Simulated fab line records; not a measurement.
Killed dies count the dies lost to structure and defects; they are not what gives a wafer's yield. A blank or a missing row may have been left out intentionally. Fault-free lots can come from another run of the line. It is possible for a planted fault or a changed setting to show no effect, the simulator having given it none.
Chamber matching    flow sfqLine    cmp-01 running SFQ_TRILAYER_I2_CMP_CMP_064: 4 sister chambers
The step polishes SiO2. 14 wafers are shown with their chamber, then 7 later ones without.

## EACH WAFER AND ITS CHAMBER
wafer   chamber  motorCurrentA (A)  platenRpm (rpm)  timeToEndpointS (s)
L363.3  1        9.7                60.01            208
L363.4  3        10.2               60.05            228
L363.6  2        9.2                60.01            220
L366.2  2        9.2                60.02            217
L366.4  3        10.8               60.02            215
L366.3  1        9.1                59.97            203
L369.3  3        10.4               59.99            215
L369.5  1        9.0                60.01            222
L369.6  0        8.4                59.99            224
L373.2  2        9.2                60.05            217
L373.3  0        9.2                59.97            209
L373.5  3        10.2               60.05            222
L374.3  1        9.3                59.98            218
L374.4  2        8.8                60.00            221

SIGNATURES, as means of the wafers listed above
reading          chamber 0  chamber 1  chamber 2  chamber 3  scatter within a chamber
motorCurrentA    8.800      9.275      9.100      10.400     0.311
platenRpm        59.9800    59.9925    60.0200    60.0275    0.0231
timeToEndpointS  216.50     212.75     218.75     220.00     6.88
Rule: distance of a wafer from a chamber = root of the sum over the readings of ((wafer's reading minus chamber's mean) / reading's scatter) squared. If the next closest chamber is less than 2 further off than the closest, the wafer can't be placed; otherwise it belongs to the closest. The scatter: the root of (the sum of the squares of (reading less its chamber's mean) over the shown wafers, divided by (wafers less chambers)).

## WAFERS WITH NO CHAMBER GIVEN
wafer   motorCurrentA (A)  platenRpm (rpm)  timeToEndpointS (s)
L374.6  8.8                59.95            227
L379.2  10.3               59.98            231
L379.5  9.5                60.11            236
L379.6  10.9               60.01            235
L380.3  9.2                60.09            240
L380.4  9.0                60.08            240
L380.6  9.2                60.07            235

## WHICH CHAMBER EACH ONE RAN IN
wafer   from the rows above                in truth
L374.6  can't be placed: 0 or 1 or 2       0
L379.2  can't be placed: 3 or 1 or 2       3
L379.5  can't be placed: 2 or 3 or 1 or 0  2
L379.6  3                                  3
L380.3  can't be placed: 2 or 3 or 1 or 0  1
L380.4  can't be placed: 2 or 0 or 1 or 3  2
L380.6  can't be placed: 2 or 1 or 3 or 0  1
Correctly placed: 1 of 7. Unplaceable from these rows: 6, with the true chamber sitting among the candidates in 6. 0 placed wrongly.
